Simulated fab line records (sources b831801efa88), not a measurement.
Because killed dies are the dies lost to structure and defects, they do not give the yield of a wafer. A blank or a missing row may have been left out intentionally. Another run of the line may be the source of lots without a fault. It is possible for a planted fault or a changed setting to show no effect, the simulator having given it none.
fab line records	flow gf180mcu
[record] lots = 14	wafers = 40	lastDay = 34
route steps=602 shown M4@459 V4@501 PASSIVATION@598
lots that met no fault: taken from a fault-free run of the same line
startH: hours from the record's opening day to when the first of the lot's shown wafers began	waitH: hours from the lot's prior step to this one	" same as the row above	L1.1+2: a row that stands for several wafers	- value missing, or start not given	* or withheld: withheld	< > ~ a bound
route shown NAME@n: a module of which the file shows steps, and the number in the route of the first	usual: mean/standard deviation of fault-free wafers	same: alike in all rows	chamber/n: place in a boat	sites: readings site by site	_std_site: the values' standard deviation	_edge_site: the outer-site mean with the inner-site mean subtracted	radiusMm: for every site, how far away it sits from the centre of the wafer	mask NAME#n: copy n	behind: the most recent tool/chamber to have shaped the wafer	hold: reason for holding the lot/hours on hold/outcome of the hold	device: the transistor (n, p or np) that didn't switch	end of line: tests run on the same wafers once the route is complete	a step without rows: its recipe alone	killed: not the wafer's yield, but the dies lost to structure and defects at the first sort	map: shows each die of a wafer: x if killed, . if not, _ if none is there
set.NAME: the setting as run; set.NAME@STEP: as run at that earlier step	model.NAME: the simulator's own value behind a step, which no gauge read
a sample of lots followed through the steps of the route, with each step as a table and each wafer as a row
services: when a tool's chamber went out of use (startH, in hours from the record's first day, below 0 if earlier), for how many hours, and the reason
[[steps]]
[step GF_M4_SPUTTER_03]
[recipe] material = Ti	targetThkNm = 10	substrateTempC = 300	chamberPressurePa = 0.3	powerW = 3000	timeS = 6.7
[usual] throttleValvePct = 30.0/0.85
lot.wafer	tool	chamber	startH	waitH	throttleValvePct
L270.3	pvdSputter-02	-	516.37	0.0	31.8
L270.5	"	-	"	"	30.6
L270.6	"	-	"	"	30.0
L272.1	pvdSputter-02	-	536.22	0.0	30.7
L272.2	"	-	"	"	28.9
L272.6	"	-	"	"	30.7
L273.1	pvdSputter-01	-	538.73	0.0	29.0
L273.4	"	-	"	"	29.2
L273.6	"	-	"	"	29.2
L274.2	pvdSputter-03	-	552.82	0.0	29.2
L274.5	"	-	"	"	29.5
L274.6	"	-	"	"	30.9
L275.1	pvdSputter-01	-	560.91	0.0	29.3
L275.5	"	-	"	"	29.0
L275.6	"	-	"	"	29.1
L276.2	pvdSputter-02	-	569.08	0.0	30.5
L276.5	"	-	"	"	29.8
L276.6	"	-	"	"	30.7
L279.3	pvdSputter-02	-	592.97	0.0	30.1
L279.5	"	-	"	"	30.6
L279.6	"	-	"	"	28.8
L280.1	pvdSputter-03	-	600.65	0.0	30.1
L280.3	"	-	"	"	29.4
L280.5	"	-	"	"	29.4
L282.4	pvdSputter-03	-	612.74	0.0	29.7
L282.5	"	-	"	"	29.3
L283.1	pvdSputter-02	-	621.83	0.0	28.9
L283.5	"	-	"	"	28.7
L283.6	"	-	"	"	30.8
L284.1	pvdSputter-03	-	625.85	0.0	30.7
L284.4	"	-	"	"	29.6
L286.2	pvdSputter-02	-	646.66	0.0	31.5
L286.4	"	-	"	"	30.3
L286.5	"	-	"	"	28.7
L290.2	pvdSputter-03	-	670.43	0.0	29.5
L290.3	"	-	"	"	29.5
L290.5	"	-	"	"	30.1
L293.2	pvdSputter-02	-	690.11	0.0	28.8
L293.5	"	-	"	"	31.4
L293.6	"	-	"	"	29.0
[step GF_V4_THK_MEAS_25]
[recipe] thkMeasGauge = xrf	reads = W_of_V4_CVD_23
[usual] V4_W_THK = 347/5.1
lot.wafer	tool	chamber	startH	waitH	V4_W_THK[nm]
L270.3	filmMetro-04	-	563.68	0.1	345
L270.5	"	-	"	"	338
L270.6	"	-	"	"	347
L272.1	filmMetro-04	-	582.85	0.1	337
L272.2	"	-	"	"	346
L272.6	"	-	"	"	342
L273.1	filmMetro-02	-	585.65	0.1	346
L273.4	"	-	"	"	351
L273.6	"	-	"	"	347
L274.2	filmMetro-04	-	598.72	0.1	346
L274.5	"	-	"	"	340
L274.6	"	-	"	"	348
L275.1	filmMetro-02	-	607.18	0.1	353
L275.5	"	-	"	"	346
L275.6	"	-	"	"	353
L276.2	filmMetro-03	-	613.76	0.1	346
L276.5	"	-	"	"	342
L276.6	"	-	"	"	350
L279.3	filmMetro-03	-	636.98	0.1	357
L279.5	"	-	"	"	352
L279.6	"	-	"	"	353
L280.1	filmMetro-02	-	643.87	0.1	342
L280.3	"	-	"	"	345
L280.5	"	-	"	"	345
L282.4	filmMetro-02	-	655.29	0.1	350
L282.5	"	-	"	"	351
L283.1	filmMetro-04	-	663.87	0.1	341
L283.5	"	-	"	"	344
L283.6	"	-	"	"	344
L284.1	filmMetro-04	-	667.61	0.1	347
L284.4	"	-	"	"	343
L286.2	filmMetro-04	-	687.07	0.1	348
L286.4	"	-	"	"	345
L286.5	"	-	"	"	347
L290.2	filmMetro-04	-	709.91	0.1	342
L290.3	"	-	"	"	345
L290.5	"	-	"	"	347
L293.2	filmMetro-04	-	727.57	0.1	352
L293.5	"	-	"	"	353
L293.6	"	-	"	"	348
[step GF_PASSIVATION_ETCH_11]
[recipe] chemistry = CF4/O2	targetDepthNm = 1800	stopOn = TiN	sourceW = 800	biasW = 150	pressureMtorr = 150	cf4FlowSccm = 80	O2_flow_sccm = 10	timeS = 400
[usual] cf4FlowSccm = 80.00/0.24	drypumpMotorCurrentA = 5.8/0.43	oesProductAu = 0.966/0.0078	throttleValvePct = 5.960/0.0098
lot.wafer	tool	chamber	startH	waitH	cf4FlowSccm	drypumpMotorCurrentA	oesProductAu	rfHoursCounterH	throttleValvePct
L270.3	rieDiel-02	3	672.21	-	79.92	5.6	0.958	23	5.956
L270.5	"	3	"	"	79.82	5.6	0.968	-	5.970
L270.6	"	2	"	"	79.71	6.2	0.972	-	5.962
L272.1	rieDiel-03	0	690.55	-	79.81	5.7	0.975	12	5.961
L272.2	"	1	"	"	79.57	5.5	0.962	12	5.961
L272.6	"	1	"	"	79.92	5.5	0.968	-	5.978
L273.1	rieDiel-04	1	691.55	-	80.29	6.7	0.958	14	5.971
L273.4	"	3	"	"	80.08	6.0	0.985	12	5.956
L273.6	"	0	"	"	80.10	6.1	0.979	-	5.943
L274.2	rieDiel-03	2	702.15	-	80.23	5.5	0.964	11	5.950
L274.5	"	2	"	"	80.14	5.5	0.978	-	5.975
L274.6	"	0	"	"	80.06	5.7	0.980	-	5.959
L275.1	rieDiel-02	3	711.40	-	80.05	5.6	0.960	25	5.961
L275.5	"	1	"	"	79.77	6.0	0.965	-	5.953
L275.6	"	0	"	"	79.87	6.1	0.969	-	5.968
L276.2	rieDiel-04	2	716.25	-	79.54	5.1	0.968	23	5.956
L276.5	"	0	"	"	79.80	6.1	0.981	-	5.976
L276.6	"	3	"	"	79.68	6.0	0.975	-	5.954
L279.3	rieDiel-03	3	736.31	-	80.05	5.3	0.965	44	5.953
L279.5	"	1	"	"	80.08	5.5	0.971	-	5.955
L279.6	"	0	"	"	79.99	5.7	0.979	-	5.962
L280.1	rieDiel-03	0	742.15	-	79.82	5.7	0.960	15	5.964
L280.3	"	2	"	"	79.91	5.5	0.972	13	5.970
L280.5	"	3	"	"	80.17	5.3	0.976	-	5.950
L282.4	rieDiel-03	3	751.36	-	80.20	5.3	0.983	45	5.958
L282.5	"	2	"	"	79.72	5.6	0.830	-	5.917
L283.1	rieDiel-04	1	758.70	-	79.78	6.7	0.961	17	5.957
L283.5	"	2	"	"	80.54	5.1	0.973	-	5.979
L283.6	"	3	"	"	79.34	6.0	0.976	-	5.954
L284.1	rieDiel-03	3	762.15	-	80.18	5.4	0.833	45	5.945
L284.4	"	0	"	"	80.29	5.7	0.964	15	5.948
L286.2	rieDiel-04	3	777.85	-	80.31	6.0	0.973	16	5.956
L286.4	"	1	"	"	80.03	6.7	0.976	18	5.966
L286.5	"	0	"	"	80.10	6.1	0.963	-	5.956
L290.2	rieDiel-04	2	796.76	-	80.40	5.1	0.960	27	5.974
L290.3	"	3	"	"	80.09	6.0	0.967	17	5.959
L290.5	"	3	"	"	79.99	6.0	0.970	-	5.974
L293.2	rieDiel-04	0	810.76	-	80.40	6.1	0.959	37	5.949
L293.5	"	0	"	"	79.77	6.0	0.969	-	5.953
L293.6	"	1	"	"	80.26	6.7	0.971	-	5.942
[step GF_PASSIVATION_STRIP_12]
[recipe] chemistry = O2/N2	powerW = 1400	pressureMtorr = 1500	platenTempC = 250	o2FlowSccm = 3000	n2FlowSccm = 300	overashFraction = 0.5
[usual] drypumpMotorCurrentA = 5.5/0.33	heaterPowerW = 330/8.1	oesProductAu = 0.720/0.0043	stripTimeToEndpointS = 34.66/0.22
lot.wafer	tool	chamber	startH	waitH	drypumpMotorCurrentA	heaterPowerW	oesProductAu	rfHoursCounterH	stripTimeToEndpointS
L270.3	plasmaAsher-03	1	672.48	0.2	6.2	332	0.724	-	34.81
L270.5	"	0	"	"	5.4	326	0.721	-	34.92
L270.6	"	1	"	"	6.2	328	0.716	-	34.79
L272.1	plasmaAsher-03	1	690.79	0.1	6.2	338	0.717	90	34.58
L272.2	"	0	"	"	5.4	333	0.716	90	34.42
L272.6	"	0	"	"	5.4	337	0.716	-	34.44
L273.1	plasmaAsher-01	1	691.79	0.1	5.3	322	0.710	112	34.41
L273.4	"	1	"	"	5.3	320	0.711	-	34.35
L273.6	"	1	"	"	5.3	322	0.726	-	34.40
L274.2	plasmaAsher-04	1	702.39	0.1	5.6	344	0.714	64	34.46
L274.5	"	1	"	"	5.6	338	0.725	-	34.59
L274.6	"	0	"	"	5.2	332	0.711	-	34.65
L275.1	plasmaAsher-04	0	711.64	0.1	5.2	326	0.726	65	34.48
L275.5	"	0	"	"	5.2	329	0.721	-	34.60
L275.6	"	1	"	"	5.6	335	0.721	-	34.76
L276.2	plasmaAsher-03	1	716.49	0.1	6.2	328	0.727	93	34.78
L276.5	"	0	"	"	5.4	327	0.717	-	34.48
L276.6	"	1	"	"	6.2	329	0.723	-	34.49
L279.3	plasmaAsher-03	0	736.58	0.2	5.4	334	0.715	-	34.88
L279.5	"	1	"	"	6.2	332	0.729	-	34.84
L279.6	"	0	"	"	5.4	332	0.720	-	34.54
L280.1	plasmaAsher-03	1	742.40	0.1	6.2	326	0.729	96	34.39
L280.3	"	1	"	"	6.2	333	0.721	-	34.21
L280.5	"	1	"	"	6.2	336	0.719	-	34.47
L282.4	plasmaAsher-04	0	751.63	0.2	5.2	338	0.718	-	34.74
L282.5	"	1	"	"	5.6	333	0.714	-	38.56
L283.1	plasmaAsher-03	0	758.94	0.1	5.4	333	0.728	97	34.76
L283.5	"	1	"	"	6.2	334	0.725	-	34.69
L283.6	"	0	"	"	5.4	333	0.727	-	34.25
L284.1	plasmaAsher-03	0	762.39	0.1	5.4	329	0.718	98	38.60
L284.4	"	0	"	"	5.4	328	0.722	-	34.53
L286.2	plasmaAsher-04	1	778.09	0.1	5.6	331	0.710	72	34.52
L286.4	"	0	"	"	5.2	328	0.722	-	34.67
L286.5	"	0	"	"	5.3	327	0.727	-	34.74
L290.2	plasmaAsher-04	1	797.00	0.1	5.6	324	0.721	74	34.98
L290.3	"	0	"	"	5.2	336	0.717	-	34.83
L290.5	"	0	"	"	5.2	322	0.717	-	34.67
L293.2	plasmaAsher-01	0	811.00	0.1	5.5	315	0.716	7	34.47
L293.5	"	0	"	"	5.5	318	0.723	-	34.46
L293.6	"	1	"	"	5.3	331	0.719	-	34.73
[step GF_PASSIVATION_BOW_MEAS_14]
[recipe] mode = bow
[usual] PASSIVATION_BOW = 136/11
lot.wafer	tool	chamber	startH	waitH	PASSIVATION_BOW[um]
L270.3	filmMetro-04	-	674.09	0.0	123
L270.5	"	-	"	"	120
L270.6	"	-	"	"	124
L272.1	filmMetro-03	-	692.39	0.0	141
L272.2	"	-	"	"	139
L272.6	"	-	"	"	142
L273.1	filmMetro-03	-	693.39	0.0	140
L273.4	"	-	"	"	131
L273.6	"	-	"	"	136
L274.2	filmMetro-03	-	704.01	0.0	131
L274.5	"	-	"	"	146
L274.6	"	-	"	"	128
L275.1	filmMetro-02	-	713.24	0.0	126
L275.5	"	-	"	"	123
L275.6	"	-	"	"	133
L276.2	filmMetro-03	-	718.11	0.0	148
L276.5	"	-	"	"	153
L276.6	"	-	"	"	150
L279.3	filmMetro-04	-	738.19	0.0	147
L279.5	"	-	"	"	136
L279.6	"	-	"	"	154
L280.1	filmMetro-04	-	744.00	0.0	144
L280.3	"	-	"	"	151
L280.5	"	-	"	"	165
L282.4	filmMetro-04	-	753.26	0.1	142
L282.5	"	-	"	"	134
L283.1	filmMetro-02	-	760.54	0.0	133
L283.5	"	-	"	"	124
L283.6	"	-	"	"	133
L284.1	filmMetro-03	-	763.99	0.0	123
L284.4	"	-	"	"	128
L286.2	filmMetro-03	-	779.71	0.0	138
L286.4	"	-	"	"	128
L286.5	"	-	"	"	134
L290.2	filmMetro-02	-	798.62	0.0	132
L290.3	"	-	"	"	142
L290.5	"	-	"	"	137
L293.2	filmMetro-04	-	812.62	0.0	141
L293.5	"	-	"	"	143
L293.6	"	-	"	"	136
[[services]]
tool	chamber	startH	hours	kind
rieDiel-03	-	499.76	15.6	pm
pvdSputter-02	-	501.48	8.9	repair
rieDiel-03	2	516.93	5.5	repair
plasmaAsher-04	-	523.97	1.6	repair
plasmaAsher-01	-	530.68	2.8	pm
rieDiel-03	3	542.58	7.0	repair
rieDiel-03	-	560.23	0.5	repair
plasmaAsher-03	-	577.25	18.3	repair
rieDiel-02	2	620.68	12.8	repair
pvdSputter-02	3	640.70	-	consumableReplace:kit
pvdSputter-02	3	640.70	18.0	scheduledDown
pvdSputter-01	-	650.81	1.4	repair
rieDiel-04	-	673.03	4.0	pm
plasmaAsher-03	-	680.74	9.8	repair
rieDiel-03	2	685.78	15.3	repair
rieDiel-03	-	698.43	2.2	repair
rieDiel-03	3	700.65	8.7	repair
rieDiel-04	1	707.90	3.6	repair
plasmaAsher-03	-	708.78	1.3	repair
rieDiel-02	2	710.59	7.6	repair
pvdSputter-03	-	713.18	1.3	repair
plasmaAsher-01	-	733.75	9.0	pm
rieDiel-02	2	775.96	4.0	repair
pvdSputter-03	-	795.06	4.2	repair
[[key]]
[firstSign] step = GF_PASSIVATION_ETCH_11	reading = oesProductAu	direction = down	sigmas = 17	usual = 0.966	struck = 0.831
[effect] step = GF_PASSIVATION_ETCH_11	reading = throttleValvePct	direction = down	sigmas = 3	usual = 5.960	struck = 5.931
[effect] step = GF_PASSIVATION_STRIP_12	reading = stripTimeToEndpointS	direction = up	sigmas = 18	usual = *	struck = *
metAt GF_PASSIVATION_ETCH_11
struckLots L282,L284
struckWafers L282.5,L284.1
laterRowsLeftOut L282.5,L284.1
sortLeftOut L282.5,L284.1
notActingAt GF_M4_SPUTTER_03,GF_V4_THK_MEAS_25,GF_PASSIVATION_BOW_MEAS_14
onsetBetween 742.15 751.36
[fault] kind = processParameterDrift	tool = rieDiel-03	chamber = -	onsetH = 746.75	steps = GF_PASSIVATION_ETCH_11	channel = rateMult	offset = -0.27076	shape = step	endH = 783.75	scope = struckWafersOnly
// sortLeftOut: the simulated sort isn't trusted on such a fault, so these wafers' sort isn't shown, and their yield isn't known
// laterRowsLeftOut: the simulator's readings of these wafers behind a module that went badly wrong aren't trusted and aren't shown, but for the sort
